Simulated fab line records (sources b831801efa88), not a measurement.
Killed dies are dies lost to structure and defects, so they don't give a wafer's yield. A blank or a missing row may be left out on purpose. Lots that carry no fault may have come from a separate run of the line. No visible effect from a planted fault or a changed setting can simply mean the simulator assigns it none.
Chamber matching ; flow sky130 ; SKY_CONTACT_ETCH_17 on rie-diel-04: 4 sister chambers
The step etches SiO2 in C4F8/O2/Ar, stops on Si3N4, target depth 340 nm. 4 wafers are shown with their chamber, then 10 later ones without.

WAFERS PAIRED WITH THEIR CHAMBERS
wafer;chamber;oes-product-au (a.u.)
L085.1;0;0.886
L085.2;2;0.898
L085.3;1;0.892
L085.5;3;0.890

WAFERS MISSING THEIR CHAMBER
wafer;oes-product-au (a.u.)
L085.6;0.886
L087.2;0.894
L087.3;0.895
L087.4;0.896
L089.3;0.894
L089.4;0.895
L089.5;0.896
L092.3;0.888
L092.4;0.890
L092.5;0.890

THE CHAMBER EACH PASSED THROUGH
wafer;from the rows above;in truth
L085.6;0;0
L087.2;can't be placed: 1 or 2 or 3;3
L087.3;can't be placed: 1 or 2 or 3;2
L087.4;can't be placed: 2 or 1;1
L089.3;can't be placed: 1 or 2 or 3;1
L089.4;can't be placed: 1 or 2 or 3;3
L089.5;can't be placed: 2 or 1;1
L092.3;can't be placed: 0 or 3 or 1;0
L092.4;can't be placed: 3 or 1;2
L092.5;can't be placed: 3 or 1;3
Placed correctly: 1 of 10. These rows do not allow placing 9 (true chamber among the candidates in 8). Placed wrongly: 0.
How it was worked out, from the rows above alone: a wafer's distance from a chamber is the root of the sum, over the readings, of the square of ((its reading less the chamber's mean) divided by the reading's scatter). The wafer belongs to the nearest chamber; if the next one is less than 2 further off, it can't be placed. Each chamber's mean is taken over the wafers shown for it. The scatter: root of mean squared gap, hidden wafer to nearest shown wafer, with one shown wafer a chamber.
